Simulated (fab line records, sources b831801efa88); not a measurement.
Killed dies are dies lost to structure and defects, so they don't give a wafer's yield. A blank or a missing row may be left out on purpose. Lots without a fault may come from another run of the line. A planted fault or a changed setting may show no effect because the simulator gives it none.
Which tool did it? | flow gf180mcu | 13 lots, 39 wafers sampled, at 1 step of a route of 602

WHAT THE GAUGES READ, wafer by wafer
GF_V3_THK_MEAS_03.
lot  | measured     | on            | V3_CVD_02_THK (nm)
L297 | day 21 17:17 | film_metro-04 | 845 844 852
L299 | day 22 05:46 | film_metro-01 | 842 850 863
L300 | day 22 15:13 | film_metro-01 | 826 836 848
L302 | day 23 09:09 | film_metro-03 | 842 853 861
L309 | day 25 19:34 | film_metro-01 | 846 848 852
L310 | day 26 04:05 | film_metro-04 | 849 872 851
L311 | day 26 10:49 | film_metro-04 | 857 863 871
L312 | day 26 16:13 | film_metro-03 | 846 864 862
L314 | day 27 13:30 | film_metro-04 | 849 836 851
L315 | day 27 16:56 | film_metro-04 | 841 835 850
L316 | day 28 01:10 | film_metro-03 | 841 843 858
L317 | day 28 08:26 | film_metro-01 | 850 851 856
L319 | day 28 18:12 | film_metro-04 | 848 841 854

WHICH TOOL RAN EACH LOT (tool, then ch and the chambers of the sampled wafers, then the start)
The record holds no process step before these readings.

WHAT THE TOOLS THEMSELVES READ (means of the sampled wafers that have a number; where no wafer has one, the mark that the record gives instead)
The record holds no such reading with a usual standard deviation.

THE ANSWER, worked out from the rows above alone
Rule: what is usual is taken from the lots themselves. Put in order of their means at a reading, lots are off if they are a third of the lots or fewer, leave a main group of 4 or more, and stand apart from it by a gap of 3 or more times the standard deviation of the main group's means; of several such gaps the widest counts. A main group whose means are all the same, to the digits that the tables above print for the reading, isn't used. A lot without any number at a reading at which 4 lots or more have one is off too. The other lots that the step has rows for count as sound. The gauges are gone through in route order, then the tools' own readings, and for those a lot's mean is taken as printed above. The first step at which some lot is off is used, and at that step the reading that is off furthest; a lot without a number counts as furthest.
No lot is off at any reading shown: from this, nothing can be told.

WHAT THE SIMULATOR HAD PUT IN
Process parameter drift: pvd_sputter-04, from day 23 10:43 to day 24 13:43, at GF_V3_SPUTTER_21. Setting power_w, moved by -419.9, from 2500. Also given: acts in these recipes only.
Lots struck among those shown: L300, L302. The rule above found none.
